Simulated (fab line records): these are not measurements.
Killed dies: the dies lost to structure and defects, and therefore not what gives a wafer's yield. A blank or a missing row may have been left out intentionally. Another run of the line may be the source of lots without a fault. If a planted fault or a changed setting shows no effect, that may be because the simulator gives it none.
A lot that was struck, set against a sound lot || flow gf180mcu || 27 out of 602 route steps
Sound: these wafers, L133.2, L133.4, L133.6. Wafers struck: L128.2, L128.5, L128.6. At the end, the cause is stated.
Each step with rows lists, per side, the tool, then ch with its chambers, then its first start. Under that, the readings that differ: sound wafers || struck wafers || difference of the means || sigmas: that difference in standard deviations of wafers without a fault.
alike: a reading whose means differ by less than 2 such deviations, as well as words and numbers matching on both sides. not compared: withheld readings; readings where some wafer has no value; bounds like >300 that might hide an equal value; numbers whose values overlap and for which the record gives no deviation.
A row with sigmas, a row that says differs or no value, or rows on one side alone: a step with any of these is where the two part. Numbers that don't overlap but have no deviation are shown without sigmas and don't part them. Lack of a reading on every wafer of one side parts them only where that side has two or more wafers.

GF_LVPWELL_STRIP_10: strips in O2/N2.
  sound on plasma-asher-03 ch 0, day 8 14:52; struck on plasma-asher-02 ch 0,1, day 7 09:17
{"reading": "drypump-motor-current-A (A)", "sound": "6.8 6.8 6.8", "struck": "5.3 5.1 5.3", "difference": -1.6, "sigmas": -2}
  alike: chamber-pressure-mTorr, heater-power-w, n2-flow-sccm, oes-product-au, platen-temp-c, strip-time-to-endpoint-s
  not compared: rf-hours-counter-h
GF_LVPWELL_TW_MEAS_11:
  sound on film-metro-04 at day 8 14:59; struck on film-metro-04 at day 7 09:23
  alike: LVPWELL_TW
then, 7 steps without rows for these wafers: GF_MVSD_DEHYDRATE_00 (time 60 s); GF_MVSD_HMDS_01 (prime time 60 s); GF_MVSD_COAT_02 (resist thk 3000 nm); GF_MVSD_SOFTBAKE_03; GF_MVSD_EXPOSE_04 (exposes mask MVSD, target cd 1000 nm); GF_MVSD_PEB_05; GF_MVSD_DEVELOP_06 (develop time 60 s).
GF_MVSD_OVL_MEAS_07:
  sound on overlay-01 at day 9 07:08; struck on overlay-02 at day 8 00:53
  alike: MVSD_OVL
then, 2 steps without rows for these wafers: GF_MVSD_IMPLANT_08; GF_MVSD_IMPLANT_09.
GF_MVSD_STRIP_10: strips in O2/N2.
  sound on plasma-asher-01 ch 0,1, day 9 07:28; struck on plasma-asher-03 ch 0,1, day 8 01:13
  no value came back on the struck wafers for any of 7 readings (chamber-pressure-mTorr (mTorr), drypump-motor-current-A (A) and others); on the sound wafers chamber-pressure-mTorr (mTorr) reads 1499.0 1498.7 1500.5
{"reading": "model.coat_of_MVSD_COAT_02.thk-nm (nm)", "sound": "0 0 0", "struck": "2998 2995 2995", "difference": "+2996", "sigmas": ""}
  not compared: rf-hours-counter-h
GF_MVSD_TW_MEAS_11:
  sound on film-metro-04 at day 9 07:35; struck on film-metro-03 at day 8 01:20
  alike: MVSD_TW
then, 7 steps without rows for these wafers: GF_MVPSD_DEHYDRATE_00 (time 60 s); GF_MVPSD_HMDS_01 (prime time 60 s); GF_MVPSD_COAT_02 (resist thk 3000 nm); GF_MVPSD_SOFTBAKE_03; GF_MVPSD_EXPOSE_04 (exposes mask MVPSD, target cd 1000 nm); GF_MVPSD_PEB_05; GF_MVPSD_DEVELOP_06 (develop time 60 s).
GF_MVPSD_OVL_MEAS_07:
  sound on overlay-01 at day 10 00:59; struck on overlay-02 at day 8 17:53
  alike: MVPSD_OVL
then, 2 steps without rows for these wafers: GF_MVPSD_IMPLANT_08; GF_MVPSD_IMPLANT_09.
GF_MVPSD_STRIP_10: strips in O2/N2.
  sound on plasma-asher-03 ch 0,1, day 10 01:19; struck on plasma-asher-01 ch 0,1, day 8 18:13
{"reading": "oes-product-au (a.u.)", "sound": "0.713 0.722 0.721", "struck": "0.736 0.747 0.735", "difference": "+0.021", "sigmas": "+5"}
{"reading": "strip-time-to-endpoint-s (s)", "sound": "37.01 36.89 36.98", "struck": "81.37 81.30 81.34", "difference": "+44.38", "sigmas": "+99 or more"}
  alike: chamber-pressure-mTorr, drypump-motor-current-A, heater-power-w, n2-flow-sccm, platen-temp-c
  not compared: rf-hours-counter-h
GF_MVPSD_TW_MEAS_11:
  sound on film-metro-01 at day 10 01:25; struck on film-metro-04 at day 8 18:34
{"reading": "MVPSD_TW", "sound": "544.8 548.5 544.9", "struck": "30.0 30.0 29.8", "difference": -516.1, "sigmas": "-99 or more"}
  not compared: hold
after that, 1 step had no rows for these wafers: GF_PASSIVATION_PROBE_99.

WHERE THEY PART
At GF_LVPWELL_STRIP_10 first; at GF_MVPSD_TW_MEAS_11 last (within this record only).

WHY: whatever the simulator had introduced
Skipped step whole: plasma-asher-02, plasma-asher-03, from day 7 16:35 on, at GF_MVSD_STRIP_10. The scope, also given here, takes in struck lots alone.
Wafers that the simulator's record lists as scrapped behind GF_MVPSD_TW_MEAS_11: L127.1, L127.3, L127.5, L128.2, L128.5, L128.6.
